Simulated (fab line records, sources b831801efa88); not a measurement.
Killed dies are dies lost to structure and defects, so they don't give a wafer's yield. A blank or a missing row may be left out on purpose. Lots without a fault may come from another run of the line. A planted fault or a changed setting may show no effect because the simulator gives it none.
Which tool did it? | flow gf180mcu | 12 lots, 36 wafers sampled, at 5 steps of a route of 602

WHAT THE GAUGES READ, wafer by wafer
GF_M5_CD_MEAS_07: target cd 280 nm.
lot  | measured     | on        | cd_nm (nm)
L894 | day 26 05:31 | cd_sem-02 | 280.4 281.6 280.3
L896 | day 27 18:45 | cd_sem-02 | 281.4 270.9 270.3
L898 | day 28 07:52 | cd_sem-02 | 279.5 281.5 281.4
L905 | day 30 05:54 | cd_sem-01 | 280.9 280.9 280.3
L908 | day 31 00:26 | cd_sem-02 | 281.5 280.7 283.0
L909 | day 31 07:44 | cd_sem-01 | 280.8 280.3 279.9
L910 | day 31 07:53 | cd_sem-02 | 280.2 279.6 280.0
L911 | day 31 16:28 | cd_sem-02 | 281.6 281.5 280.7
L912 | day 31 21:22 | cd_sem-02 | 282.0 282.4 282.2
L913 | day 32 03:46 | cd_sem-02 | 279.6 282.1 281.9
L915 | day 32 13:34 | cd_sem-01 | 280.9 281.9 281.8
L916 | day 32 17:30 | cd_sem-02 | 280.4 279.7 280.8

GF_TOP_METAL_OVL_MEAS_15.
lot  | measured     | on         | TOP_METAL_OVL (nm)
L894 | day 28 00:35 | overlay-02 | -1.3 -1.3 -1.0
L896 | day 29 11:35 | overlay-02 | 1.8 1.2 1.1
L898 | day 30 01:10 | overlay-02 | -1.2 -0.5 -0.3
L905 | day 31 21:31 | overlay-01 | 0.7 0.9 -1.4
L908 | day 32 15:02 | overlay-01 | -0.3 1.1 1.9
L909 | day 32 21:07 | overlay-01 | 0.9 -0.3 1.2
L910 | day 32 21:25 | overlay-02 | 0.4 0.3 1.6
L911 | day 33 05:22 | overlay-02 | 0.2 -1.9 0.7
L912 | day 33 09:52 | overlay-02 | -1.6 -3.0 -3.4
L913 | day 33 15:52 | overlay-02 | 0.0 0.0 -0.7
L915 | day 34 00:23 | overlay-01 | 0.6 -0.2 -0.4
L916 | day 34 04:22 | overlay-02 | 0.0 -1.1 -1.5

WHICH TOOL RAN EACH LOT (tool, then ch and the chambers of the sampled wafers, then the start)
lot  | GF_V4_ETCH_16                      | GF_M5_EXPOSE_04                   | GF_V5_ETCH_16
L894 | rie_diel-04 ch 1,2,3, day 24 09:13 | krf_scanner-02 ch 0, day 25 18:43 | rie_diel-02 ch 0,3, day 27 03:46
L896 | rie_diel-03 ch 2,3, day 26 00:51   | krf_scanner-02 ch 0, day 27 09:22 | rie_diel-02 ch 0,2,3, day 28 14:49
L898 | rie_diel-03 ch 0,1,2, day 26 13:22 | krf_scanner-01 ch 0, day 27 22:01 | rie_diel-04 ch 0,2, day 29 04:37
L905 | rie_diel-01 ch 0,2,3, day 28 14:31 | krf_scanner-01 ch 0, day 29 21:00 | rie_diel-01 ch 1,3, day 31 01:58
L908 | rie_diel-03 ch 1,2,3, day 29 09:40 | krf_scanner-02 ch 0, day 30 15:16 | rie_diel-04 ch 0,3, day 31 20:16
L909 | rie_diel-04 ch 1,2,3, day 29 17:31 | krf_scanner-01 ch 0, day 30 23:11 | rie_diel-01 ch 1,2,3, day 32 02:33
L910 | rie_diel-03 ch 0,2,3, day 29 18:01 | krf_scanner-02 ch 0, day 30 23:25 | rie_diel-02 ch 1,3, day 32 02:54
L911 | rie_diel-04 ch 0,1, day 30 01:43   | krf_scanner-01 ch 0, day 31 07:40 | rie_diel-02 ch 0,1,2, day 32 10:52
L912 | rie_diel-01 ch 2,3, day 30 08:01   | krf_scanner-01 ch 0, day 31 12:40 | rie_diel-01 ch 0,1,3, day 32 16:15
L913 | rie_diel-01 ch 1,2, day 30 15:01   | krf_scanner-01 ch 0, day 31 19:41 | rie_diel-01 ch 1,3, day 32 22:33
L915 | rie_diel-01 ch 0,2,3, day 31 00:39 | krf_scanner-02 ch 0, day 32 04:46 | rie_diel-02 ch 1,2, day 33 07:04
L916 | rie_diel-04 ch 0,1,3, day 31 05:25 | krf_scanner-02 ch 0, day 32 09:50 | rie_diel-02 ch 0,2,3, day 33 11:06
- GF_V4_ETCH_16: etches BARC in N2/H2.
- GF_M5_EXPOSE_04: exposes mask Metal5, target cd 280 nm.
- GF_V5_ETCH_16: etches BARC in N2/H2.

WHAT THE TOOLS THEMSELVES READ (means of the sampled wafers that have a number; where no wafer has one, the mark that the record gives instead)
GF_V4_ETCH_16.
lot  | tool        | drypump_motor_current_A (A) | oes_product_au (a.u.) | throttle_valve_pct (%)
L894 | rie_diel-04 | 5.8                         | 0.861                 | 13.233
L896 | rie_diel-03 | 5.2                         | 0.852                 | 13.217
L898 | rie_diel-03 | 5.6                         | 0.853                 | 13.225
L905 | rie_diel-01 | 5.9                         | 0.851                 | 13.221
L908 | rie_diel-03 | 5.3                         | 0.854                 | 13.214
L909 | rie_diel-04 | 5.8                         | 0.857                 | 13.228
L910 | rie_diel-03 | 5.4                         | 0.855                 | 13.228
L911 | rie_diel-04 | 5.9                         | 0.858                 | 13.221
L912 | rie_diel-01 | 5.9                         | 0.853                 | 13.228
L913 | rie_diel-01 | 5.9                         | 0.852                 | 13.224
L915 | rie_diel-01 | 5.9                         | 0.852                 | 13.220
L916 | rie_diel-04 | 5.9                         | 0.851                 | 13.223

GF_V5_ETCH_16.
lot  | tool        | drypump_motor_current_A (A) | oes_product_au (a.u.) | throttle_valve_pct (%)
L894 | rie_diel-02 | 6.0                         | 0.851                 | 13.219
L896 | rie_diel-02 | 5.8                         | 0.847                 | 13.228
L898 | rie_diel-04 | 5.3                         | 0.857                 | 13.211
L905 | rie_diel-01 | 6.0                         | 0.855                 | 13.218
L908 | rie_diel-04 | 5.7                         | 0.856                 | 13.228
L909 | rie_diel-01 | 5.9                         | 0.854                 | 13.227
L910 | rie_diel-02 | 5.6                         | 0.860                 | 13.225
L911 | rie_diel-02 | 6.2                         | 0.855                 | 13.220
L912 | rie_diel-01 | 6.0                         | 0.855                 | 13.236
L913 | rie_diel-01 | 6.0                         | 0.852                 | 13.219
L915 | rie_diel-02 | 5.9                         | 0.851                 | 13.225
L916 | rie_diel-02 | 5.8                         | 0.861                 | 13.231

THE ANSWER, worked out from the rows above alone
Rule: what is usual is taken from the lots themselves. Put in order of their means at a reading, lots are off if they are a third of the lots or fewer, leave a main group of 4 or more, and stand apart from it by a gap of 3 or more times the standard deviation of the main group's means; of several such gaps the widest counts. A main group whose means are all the same, to the digits that the tables above print for the reading, isn't used. A lot without any number at a reading at which 4 lots or more have one is off too. The other lots that the step has rows for count as sound. The gauges are gone through in route order, then the tools' own readings, and for those a lot's mean is taken as printed above. The first step at which some lot is off is used, and at that step the reading that is off furthest; a lot without a number counts as furthest.
Off: L896, at GF_M5_CD_MEAS_07 (cd_nm). The main group: mean 281.0 nm, standard deviation 0.65.
A tool fits if, at a process step before that reading, it ran every lot that is off, and no sound lot after the first of them. The gauges at GF_M5_CD_MEAS_07 aren't tried: what is off there is off at GF_V4_ETCH_16 too, on other tools, and a gauge's error can't cause that. None of those tried fits.

WHAT THE SIMULATOR HAD PUT IN
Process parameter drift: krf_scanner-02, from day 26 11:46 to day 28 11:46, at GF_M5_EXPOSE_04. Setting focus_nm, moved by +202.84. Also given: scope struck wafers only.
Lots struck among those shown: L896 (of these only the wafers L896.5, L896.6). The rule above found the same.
